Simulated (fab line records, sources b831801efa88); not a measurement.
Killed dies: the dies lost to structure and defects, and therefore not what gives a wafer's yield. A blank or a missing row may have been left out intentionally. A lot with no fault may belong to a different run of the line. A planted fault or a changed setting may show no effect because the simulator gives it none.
Problem report, 8D (eight disciplines) form, completed by code | flow gf180mcu | the parts of the form that need people (team, actions taken, sign-off) are left out

== 1. WHAT IS WRONG ==
beam_energy_keV at GF_LVPWELL_IMPLANT_09 reads a mean of 62.129 on 9 wafers of 3 lots; wafers without a fault read 60.002 with a standard deviation of 0.02. So: +99 or more standard deviations from the usual mean.
First observed at day 5 18:10: wafer L434.3, on implanter-03. At this step, 45 wafers from 15 lots have a number in the record. The rule behind "out" and "out of limits": a value lying over 4 standard deviations away from the usual mean. The rest of the wafers with a number are treated as sound.

== 2. WHAT IT IS, WHAT IT ISN'T ==
question                    | is                     | is not
which readings at this step | beam_energy_keV        | -
which lots                  | L434, L436, L440       | L426, L427, L429, L431, L432, L435, L439, L442, L444, L445, L447, L448
which wafers of those lots  | all that have a number | -
read on which tools         | implanter-03           | implanter-02, implanter-04
when                        | from day 5 18:10       | up to then (15 sound wafers); but 21 sound wafers of L435, L439, L442, L444, L445, L447, L448 came after

== 3. SUSPECTS, AND WHAT RULES EACH OUT ==
Counting: any tool at a process step up to the reading is kept as a suspect provided that every lot that is out went through it and no sound lot did after the first of them.
- implanter-03 at GF_LVPWELL_IMPLANT_09: kept. It ran every lot that is out, first L434 (day 5 18:10), and no sound lot after that; its last sound lot up to then is L432 (day 5 12:59). On those wafers its own readings are out: beam_energy_keV.
After counting, what remains is implanter-03 at GF_LVPWELL_IMPLANT_09.

== 4. THE CAUSE (what the simulator had put in) ==
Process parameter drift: implanter-03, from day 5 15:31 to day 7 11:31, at GF_LVPWELL_IMPLANT_09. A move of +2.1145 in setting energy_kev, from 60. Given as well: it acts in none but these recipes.
After counting, this tool was the only one left.

== 5. THE CHAIN OF EFFECTS, in route order ==
Each row: a reading where the mean over the struck wafers with a number is more than 3 standard deviations away from the usual. Only readings for which the record gives a usual standard deviation are gone through. hours: the time from each lot's start at the first step in this table that gives one to its start at this step, as a median over the lots. sigmas: the change in usual standard deviations.
hours | step                  | reading         | usual  | on struck wafers | change | sigmas
0     | GF_LVPWELL_IMPLANT_09 | beam_energy_keV | 60.002 | 62.129           | +2.127 | +99 or more
The process steps in it:
- GF_LVPWELL_IMPLANT_09
Later measuring or inspecting steps at which every struck wafer that the step has a row for has a number for every such reading, and none has moved that far: GF_POLY_GATE_THK_MEAS_01.

== 6. HOW IT WOULD HAVE BEEN CAUGHT EARLIER ==
In this record no reading fell out of limits until day 5 18:10, 3 hours after the fault had begun at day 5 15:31.
